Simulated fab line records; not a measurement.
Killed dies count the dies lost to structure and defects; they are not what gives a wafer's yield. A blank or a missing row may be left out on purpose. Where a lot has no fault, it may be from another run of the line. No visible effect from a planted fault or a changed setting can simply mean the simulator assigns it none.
Which tool did it? :: flow gf180mcu :: 11 lots with 33 wafers sampled at 6 steps, on a route of 602 steps

== WHAT THE GAUGES SHOWED, per wafer ==
GF_M2_RS_MEAS_05: measures by four-point-probe.
lot: L228
measured: day 18 06:42
on: filmMetro-03
M2_ALCU_RS (ohm/sq): 0.0703 0.0704 0.0698

lot: L229
measured: day 19 01:35
on: filmMetro-02
M2_ALCU_RS (ohm/sq): 0.0690 0.0695 0.0686

lot: L232
measured: day 20 09:24
on: filmMetro-03
M2_ALCU_RS (ohm/sq): 0.0698 0.0691 0.0697

lot: L234
measured: day 21 08:38
on: filmMetro-04
M2_ALCU_RS (ohm/sq): 0.0684 0.0689 0.0686

lot: L236
measured: day 21 14:10
on: filmMetro-03
M2_ALCU_RS (ohm/sq): 0.0688 0.0692 0.0694

lot: L244
measured: day 24 10:46
on: filmMetro-03
M2_ALCU_RS (ohm/sq): 0.0700 0.0701 0.0702

lot: L246
measured: day 25 01:02
on: filmMetro-02
M2_ALCU_RS (ohm/sq): 0.0705 0.0695 0.0699

lot: L247
measured: day 25 12:16
on: filmMetro-04
M2_ALCU_RS (ohm/sq): 0.0687 0.0695 0.0689

lot: L248
measured: day 25 18:58
on: filmMetro-04
M2_ALCU_RS (ohm/sq): 0.0707 0.0710 0.0704

lot: L249
measured: day 25 23:13
on: filmMetro-02
M2_ALCU_RS (ohm/sq): 0.0699 0.0701 0.0705

lot: L250
measured: day 26 01:38
on: filmMetro-02
M2_ALCU_RS (ohm/sq): 0.0685 0.0687 0.0692

GF_V2_RS_MEAS_24: measures by four-point-probe.
lot: L228
measured: day 20 09:50
on: filmMetro-01
V2_W_RS (ohm/sq): 0.330 0.327 0.332

lot: L229
measured: day 21 04:04
on: filmMetro-02
V2_W_RS (ohm/sq): 0.326 0.328 0.328

lot: L232
measured: day 22 11:15
on: filmMetro-02
V2_W_RS (ohm/sq): 0.330 0.331 0.334

lot: L234
measured: day 23 10:01
on: filmMetro-03
V2_W_RS (ohm/sq): 0.375 0.376 0.368

lot: L236
measured: day 23 15:22
on: filmMetro-02
V2_W_RS (ohm/sq): 0.366 0.372 0.366

lot: L244
measured: day 26 07:30
on: filmMetro-02
V2_W_RS (ohm/sq): 0.329 0.332 0.333

lot: L246
measured: day 26 21:16
on: filmMetro-01
V2_W_RS (ohm/sq): 0.331 0.330 0.325

lot: L247
measured: day 27 07:14
on: filmMetro-01
V2_W_RS (ohm/sq): 0.332 0.336 0.333

lot: L248
measured: day 27 13:59
on: filmMetro-02
V2_W_RS (ohm/sq): 0.335 0.327 0.335

lot: L249
measured: day 27 18:10
on: filmMetro-01
V2_W_RS (ohm/sq): 0.328 0.333 0.336

lot: L250
measured: day 27 21:33
on: filmMetro-03
V2_W_RS (ohm/sq): 0.326 0.329 0.331

GF_V2_THK_MEAS_25: measures by xrf.
lot: L228
measured: day 20 09:57
on: filmMetro-01
V2_W_THK (nm): 352 356 349

lot: L229
measured: day 21 04:10
on: filmMetro-02
V2_W_THK (nm): 364 360 360

lot: L232
measured: day 22 11:21
on: filmMetro-02
V2_W_THK (nm): 361 360 360

lot: L234
measured: day 23 10:08
on: filmMetro-03
V2_W_THK (nm): 313 314 319

lot: L236
measured: day 23 15:29
on: filmMetro-02
V2_W_THK (nm): 324 319 326

lot: L244
measured: day 26 07:37
on: filmMetro-02
V2_W_THK (nm): 358 358 354

lot: L246
measured: day 26 21:23
on: filmMetro-01
V2_W_THK (nm): 346 346 350

lot: L247
measured: day 27 07:22
on: filmMetro-01
V2_W_THK (nm): 344 344 345

lot: L248
measured: day 27 14:07
on: filmMetro-02
V2_W_THK (nm): 357 363 354

lot: L249
measured: day 27 18:17
on: filmMetro-01
V2_W_THK (nm): 350 346 342

lot: L250
measured: day 27 21:40
on: filmMetro-03
V2_W_THK (nm): 363 359 356

== WHICH TOOL RAN EACH LOT (tool, then ch and the chambers of the sampled wafers, then the start) ==
lot: L228
GF_M2_SPUTTER_04: pvdSputter-01, day 18 06:40
GF_M2_METAL_ETCH_16: rieMetal-01 ch 0,1, day 19 06:40
GF_V2_CVD_23: cvdW-02 ch 0,1, day 20 09:43

lot: L229
GF_M2_SPUTTER_04: pvdSputter-01, day 19 01:31
GF_M2_METAL_ETCH_16: rieMetal-04 ch 0,1, day 20 01:53
GF_V2_CVD_23: cvdW-02 ch 0,1, day 21 03:56

lot: L232
GF_M2_SPUTTER_04: pvdSputter-02, day 20 09:19
GF_M2_METAL_ETCH_16: rieMetal-02 ch 0,1, day 21 09:59
GF_V2_CVD_23: cvdW-02 ch 0,1, day 22 11:08

lot: L234
GF_M2_SPUTTER_04: pvdSputter-02, day 21 08:36
GF_M2_METAL_ETCH_16: rieMetal-01 ch 0,1, day 22 08:44
GF_V2_CVD_23: cvdW-02 ch 0,1, day 23 09:54

lot: L236
GF_M2_SPUTTER_04: pvdSputter-03, day 21 14:07
GF_M2_METAL_ETCH_16: rieMetal-04 ch 0,1, day 22 13:36
GF_V2_CVD_23: cvdW-02 ch 0,1, day 23 15:16

lot: L244
GF_M2_SPUTTER_04: pvdSputter-01, day 24 10:43
GF_M2_METAL_ETCH_16: rieMetal-02 ch 0,1, day 25 08:08
GF_V2_CVD_23: cvdW-01 ch 0,1, day 26 07:23

lot: L246
GF_M2_SPUTTER_04: pvdSputter-01, day 25 00:59
GF_M2_METAL_ETCH_16: rieMetal-04 ch 0,1, day 25 22:32
GF_V2_CVD_23: cvdW-01 ch 0, day 26 21:10

lot: L247
GF_M2_SPUTTER_04: pvdSputter-02, day 25 12:14
GF_M2_METAL_ETCH_16: rieMetal-02 ch 0,1, day 26 08:47
GF_V2_CVD_23: cvdW-02 ch 0, day 27 07:08

lot: L248
GF_M2_SPUTTER_04: pvdSputter-01, day 25 18:55
GF_M2_METAL_ETCH_16: rieMetal-02 ch 0,1, day 26 15:23
GF_V2_CVD_23: cvdW-02 ch 0,1, day 27 13:53

lot: L249
GF_M2_SPUTTER_04: pvdSputter-01, day 25 23:11
GF_M2_METAL_ETCH_16: rieMetal-02 ch 0,1, day 26 19:59
GF_V2_CVD_23: cvdW-02 ch 0,1, day 27 18:03

lot: L250
GF_M2_SPUTTER_04: pvdSputter-02, day 26 01:35
GF_M2_METAL_ETCH_16: rieMetal-04 ch 0,1, day 26 23:20
GF_V2_CVD_23: cvdW-01 ch 0,1, day 27 21:25
- GF_M2_SPUTTER_04: material TiN, target thk 50 nm, time 41.7 s.
- GF_M2_METAL_ETCH_16: etches the open film in Cl2/BCl3, stops on SiO2, target depth 627.5 nm, time 104.6 s.
- GF_V2_CVD_23: deposits W, target thk 350 nm, time 104.94 s.

== AS READ BY THE TOOLS THEMSELVES (means over the sampled wafers that have a number; for cases with no such wafer, the mark the record gives instead) ==
GF_M2_SPUTTER_04.
lot: L228
tool: pvdSputter-01
throttleValvePct (%): 29.3

lot: L229
tool: pvdSputter-01
throttleValvePct (%): 28.5

lot: L232
tool: pvdSputter-02
throttleValvePct (%): 30.0

lot: L234
tool: pvdSputter-02
throttleValvePct (%): 29.8

lot: L236
tool: pvdSputter-03
throttleValvePct (%): 29.1

lot: L244
tool: pvdSputter-01
throttleValvePct (%): 29.3

lot: L246
tool: pvdSputter-01
throttleValvePct (%): 29.0

lot: L247
tool: pvdSputter-02
throttleValvePct (%): 29.2

lot: L248
tool: pvdSputter-01
throttleValvePct (%): 29.2

lot: L249
tool: pvdSputter-01
throttleValvePct (%): 28.5

lot: L250
tool: pvdSputter-02
throttleValvePct (%): 29.2

GF_M2_METAL_ETCH_16.
lot: L228
tool: rieMetal-01
drypumpMotorCurrentA (A): 5.7
oesProductAu (a.u.): 0.969
throttleValvePct (%): 28.256

lot: L229
tool: rieMetal-04
drypumpMotorCurrentA (A): 5.7
oesProductAu (a.u.): 0.972
throttleValvePct (%): 28.241

lot: L232
tool: rieMetal-02
drypumpMotorCurrentA (A): 6.1
oesProductAu (a.u.): 0.975
throttleValvePct (%): 28.244

lot: L234
tool: rieMetal-01
drypumpMotorCurrentA (A): 5.7
oesProductAu (a.u.): 0.979
throttleValvePct (%): 28.244

lot: L236
tool: rieMetal-04
drypumpMotorCurrentA (A): 5.7
oesProductAu (a.u.): 0.974
throttleValvePct (%): 28.238

lot: L244
tool: rieMetal-02
drypumpMotorCurrentA (A): 5.8
oesProductAu (a.u.): 0.964
throttleValvePct (%): 28.256

lot: L246
tool: rieMetal-04
drypumpMotorCurrentA (A): 5.7
oesProductAu (a.u.): 0.972
throttleValvePct (%): 28.235

lot: L247
tool: rieMetal-02
drypumpMotorCurrentA (A): 6.0
oesProductAu (a.u.): 0.975
throttleValvePct (%): 28.242

lot: L248
tool: rieMetal-02
drypumpMotorCurrentA (A): 6.0
oesProductAu (a.u.): 0.962
throttleValvePct (%): 28.261

lot: L249
tool: rieMetal-02
drypumpMotorCurrentA (A): 5.8
oesProductAu (a.u.): 0.966
throttleValvePct (%): 28.261

lot: L250
tool: rieMetal-04
drypumpMotorCurrentA (A): 5.7
oesProductAu (a.u.): 0.972
throttleValvePct (%): 28.251

GF_V2_CVD_23.
lot: L228
tool: cvdW-02
chamberPressureTorr (Torr): 40.03
heaterPowerOuterW (W): 484
heaterPowerW (W): 795

lot: L229
tool: cvdW-02
chamberPressureTorr (Torr): 40.01
heaterPowerOuterW (W): 468
heaterPowerW (W): 764

lot: L232
tool: cvdW-02
chamberPressureTorr (Torr): 40.05
heaterPowerOuterW (W): 486
heaterPowerW (W): 801

lot: L234
tool: cvdW-02
chamberPressureTorr (Torr): 39.95
heaterPowerOuterW (W): 467
heaterPowerW (W): 794

lot: L236
tool: cvdW-02
chamberPressureTorr (Torr): 39.98
heaterPowerOuterW (W): 472
heaterPowerW (W): 775

lot: L244
tool: cvdW-01
chamberPressureTorr (Torr): 39.97
heaterPowerOuterW (W): 521
heaterPowerW (W): 849

lot: L246
tool: cvdW-01
chamberPressureTorr (Torr): 40.04
heaterPowerOuterW (W): 569
heaterPowerW (W): 965

lot: L247
tool: cvdW-02
chamberPressureTorr (Torr): 40.13
heaterPowerOuterW (W): 508
heaterPowerW (W): 825

lot: L248
tool: cvdW-02
chamberPressureTorr (Torr): 39.98
heaterPowerOuterW (W): 471
heaterPowerW (W): 783

lot: L249
tool: cvdW-02
chamberPressureTorr (Torr): 40.00
heaterPowerOuterW (W): 472
heaterPowerW (W): 789

lot: L250
tool: cvdW-01
chamberPressureTorr (Torr): 39.97
heaterPowerOuterW (W): 521
heaterPowerW (W): 868

== THE ANSWER, worked out from the rows above alone ==
Rule: the usual values come from the lots themselves. The widest of any qualifying gaps counts: lots, ordered by their means at a reading, are off when they make up no more than a third of the lots, leave a main group of 4 or more, and stand apart from it by 3 or more times the standard deviation of that group's means. The tables above print the reading to a certain number of digits; a main group whose means all agree to those digits is not used. A lot without any number at a reading at which 4 lots or more have one is off too. The other lots that the step has rows for count as sound. Order of review: gauges by route order, followed by the tools' own readings, for which a lot's mean as printed above is used. At the first step where some lot is off, the reading lying furthest off is the one used; lots without a number count as furthest.
Off: L234, L236, at GF_V2_RS_MEAS_24 (V2_W_RS). For the main group the mean is 0.331 ohm/sq and the standard deviation 0.002.
If a tool, at a process step before that reading, ran all the lots that are off and no sound lot after the first of them, it fits. The gauges at GF_V2_RS_MEAS_24 are tried like those tools. Of those tried, none fits.

== WHAT WAS PUT IN BY THE SIMULATOR ==
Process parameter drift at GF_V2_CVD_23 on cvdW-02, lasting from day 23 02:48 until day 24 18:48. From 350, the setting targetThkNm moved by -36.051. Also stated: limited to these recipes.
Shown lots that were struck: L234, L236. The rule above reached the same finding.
